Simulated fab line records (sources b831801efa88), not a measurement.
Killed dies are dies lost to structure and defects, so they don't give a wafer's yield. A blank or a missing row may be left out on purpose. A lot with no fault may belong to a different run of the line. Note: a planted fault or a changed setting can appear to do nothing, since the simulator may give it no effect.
Shared-tool check	flow gf180mcu	Lots sampled 12, wafers sampled 36

== WHY THIS WAS OPENED ==
Of 12 lots, 3 have the reading LVPWELL_RS flagged at GF_VT_IMPLANT_RS_MEAS_48. Wafers without a fault read 1197.1 ohm/sq, standard deviation 2.7.
Rule: flag the lot when none of its wafers has a number, or when each of its wafers that has one lies beyond 4 standard deviations from that mean. The rest of the lots are taken to be sound.

lot	measured	on	LVPWELL_RS (ohm/sq), wafer by wafer	flag
L888	day 8 09:47	filmMetro-01	1197.4 1202.5 1197.2	
L891	day 9 07:24	filmMetro-02	1196.6 1195.0 1196.0	
L892	day 9 14:07	filmMetro-01	1199.7 1197.6 1197.7	
L894	day 10 06:18	filmMetro-02	1295.0 1288.5 1294.0	FLAGGED
L895	day 10 13:45	filmMetro-01	1197.2 1196.9 1196.4	
L897	day 10 22:01	filmMetro-03	1289.0 1288.7 1289.1	FLAGGED
L898	day 11 09:11	filmMetro-02	1296.2 1295.7 1292.1	FLAGGED
L901	day 12 01:16	filmMetro-01	1194.8 1195.9 1199.8	
L905	day 13 03:52	filmMetro-01	1199.1 1197.4 1198.7	
L906	day 13 13:31	filmMetro-03	1195.5 1189.7 1193.7	
L907	day 13 22:22	filmMetro-03	1197.2 1199.3 1193.9	
L908	day 14 00:53	filmMetro-01	1191.9 1193.5 1192.6	
Average over the flagged lots: 1292.0 ohm/sq; offset from the usual +94.9 ohm/sq, equal to +35 standard deviations.

== LOT BY LOT: THE TOOL USED ==
Before the reading, the record contains 2 process steps out of a 602-step route. Cell contents, in order: the tool; ch with the chambers the sampled wafers went through; the start.
lot	flag	GF_NWELL_STRIP_10	GF_LVPWELL_IMPLANT_08
L888		plasmaAsher-01 ch 0,1, day 4 01:11	implanter-04 ch 0, day 4 14:51
L891		plasmaAsher-02 ch 0,1, day 4 17:38	implanter-03 ch 0, day 5 08:10
L892		plasmaAsher-01 ch 0,1, day 4 22:08	implanter-02 ch 0, day 5 12:15
L894	FLAGGED	plasmaAsher-02 ch 0,1, day 5 11:09	implanter-02 ch 0, day 6 02:14
L895		plasmaAsher-01 ch 0,1, day 5 17:27	implanter-03 ch 0, day 6 07:50
L897	FLAGGED	plasmaAsher-01 ch 0,1, day 6 00:23	implanter-02 ch 0, day 6 15:28
L898	FLAGGED	plasmaAsher-01 ch 0,1, day 6 09:26	implanter-02 ch 0, day 7 00:45
L901		plasmaAsher-01 ch 0,1, day 6 23:32	implanter-03 ch 0, day 7 15:18
L905		plasmaAsher-02 ch 0,1, day 7 20:39	implanter-04 ch 0, day 8 12:04
L906		plasmaAsher-02 ch 0,1, day 8 03:39	implanter-03 ch 0, day 8 20:16
L907		plasmaAsher-02 ch 0,1, day 8 11:20	implanter-04 ch 0, day 9 03:54
L908		plasmaAsher-04 ch 0,1, day 8 12:54	implanter-04 ch 0, day 9 05:56
What the steps here do:
- GF_NWELL_STRIP_10: strips in O2/N2.
- GF_LVPWELL_IMPLANT_08
- GF_VT_IMPLANT_RS_MEAS_48: measures by four-point-probe.

== FLAGGED AGAINST TOTAL, ONE TOOL AT A TIME (gauges that did the reading follow at the end) ==
step	tool	lots run	flagged	share of the flagged lots	sound lots run after its first flagged lot
GF_NWELL_STRIP_10	plasmaAsher-01	6	2	some	1 (L901)
GF_NWELL_STRIP_10	plasmaAsher-02	5	1	some	3 (L905,L906,L907)
GF_NWELL_STRIP_10	plasmaAsher-04	1	0	none	-
GF_LVPWELL_IMPLANT_08	implanter-02	4	3	all	0
GF_LVPWELL_IMPLANT_08	implanter-03	4	0	none	-
GF_LVPWELL_IMPLANT_08	implanter-04	4	0	none	-
GF_VT_IMPLANT_RS_MEAS_48	filmMetro-01	6	0	none	-
GF_VT_IMPLANT_RS_MEAS_48	filmMetro-02	3	2	some	0
GF_VT_IMPLANT_RS_MEAS_48	filmMetro-03	3	1	some	2 (L906,L907)

== WHAT THE TABLE PERMITS ==
In the table, 1 row covers all flagged lots: implanter-02 at GF_LVPWELL_IMPLANT_08.
- implanter-02 at GF_LVPWELL_IMPLANT_08: 3 of its 4 lots flagged. A fault beginning between L892 (day 5 12:15), its last sound lot, and L894 (day 6 02:14), its first flagged one, fits the data. Its own readings (doseIonsCm2, faradayCurrentUA) fall more than 4 standard deviations out on all wafers of the flagged lots.
Just one tool remains: implanter-02 at GF_LVPWELL_IMPLANT_08.

== WHAT THE SIMULATOR HAD PUT IN ==
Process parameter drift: implanter-02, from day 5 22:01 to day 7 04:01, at GF_LVPWELL_IMPLANT_08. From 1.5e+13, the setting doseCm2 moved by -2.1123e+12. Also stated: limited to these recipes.
Shown lots that were struck: L894, L897, L898. The rule given above showed the same thing.
